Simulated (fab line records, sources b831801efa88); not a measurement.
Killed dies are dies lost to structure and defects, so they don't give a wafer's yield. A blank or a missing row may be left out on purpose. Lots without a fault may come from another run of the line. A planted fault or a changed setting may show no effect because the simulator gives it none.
Problem report in the 8D (eight disciplines) form, filled by code | flow sky130 | the parts of the form that need people (team, actions taken, sign-off) are left out

1. THE PROBLEM
FIELD_ISO_CVD_24_THK at SKY_FIELD_ISO_THK_MEAS_25 reads a mean of 623 nm on 4 wafers of 3 lots; wafers without a fault read 594 nm with a standard deviation of 5.3. That is +5.4 standard deviations from the usual mean.
First seen on wafer L988.1, day 3 23:22, on film_metro-03. The record holds 43 wafers of 15 lots with a number at this step. Rule for "out", or "out of limits": more than 4 standard deviations from the usual mean. The other wafers with a number count as sound.

2. WHAT IT IS AND WHAT IT IS NOT
question                    | is                             | is not
which readings at this step | FIELD_ISO_CVD_24_THK           | -
which lots                  | L988, L989, L991               | L101, L103, L980, L981, L982, L983, L992, L994, L996, L997, L998, L999
which wafers of those lots  | L988.1, L988.2, L989.2, L991.2 | L989.5, L989.6, L991.6
read on which gauges        | film_metro-01, film_metro-03   | film_metro-02
when                        | from day 3 23:22               | up to then (12 sound wafers); but 27 sound wafers of L101, L103, L989, L991, L992, L994, L996, L997, L998, L999 came after

3. SUSPECTS, AND WHAT RULES EACH OUT
Counting: a tool at a process step up to the reading stays a suspect if it ran every lot that is out. Sound lots after the first of them don't rule it out here, since some wafers of a struck lot are sound.
- the gauge at SKY_FIELD_ISO_THK_MEAS_25: ruled out. The wafers that are out were read on 2 gauges (film_metro-01, film_metro-03).
- hdpcvd-02 at SKY_FIELD_ISO_CVD_24 (deposits SiO2, target thk 595 nm, time 99.2 s): kept. It ran every lot that is out, first L988 (day 3 23:17); its last sound lot up to then is L982 (day 2 17:47).
Left after counting: hdpcvd-02 at SKY_FIELD_ISO_CVD_24.

4. THE CAUSE (what the simulator had put in)
Process parameter drift: hdpcvd-02, from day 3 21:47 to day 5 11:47, at SKY_FIELD_ISO_CVD_24. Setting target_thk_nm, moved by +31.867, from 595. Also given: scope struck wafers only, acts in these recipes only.
Counting left only this tool.

5. THE CHAIN OF EFFECTS, in route order
Each row: a reading whose mean over the struck wafers that have a number lies more than 3 standard deviations from the usual. Only readings for which the record gives a usual standard deviation are gone through. hours: the time from each lot's start at the first step in this table that gives one to its start at this step, as a median over the lots. sigmas: the change in usual standard deviations.
hours | step                      | reading              | usual  | on struck wafers | change | sigmas
0     | SKY_FIELD_ISO_THK_MEAS_25 | FIELD_ISO_CVD_24_THK | 594 nm | 623              | +29    | +5.4

6. WHAT WOULD HAVE CAUGHT IT SOONER
In this record the first reading out of limits at a measuring or inspecting step was taken at day 3 23:22, 2 hours after the fault began at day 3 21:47.
Of the lots that are out (3), L989, L991 began SKY_FIELD_ISO_CVD_24 on hdpcvd-02 after day 3 23:22. A hold on the tool at that time would have spared those 2.
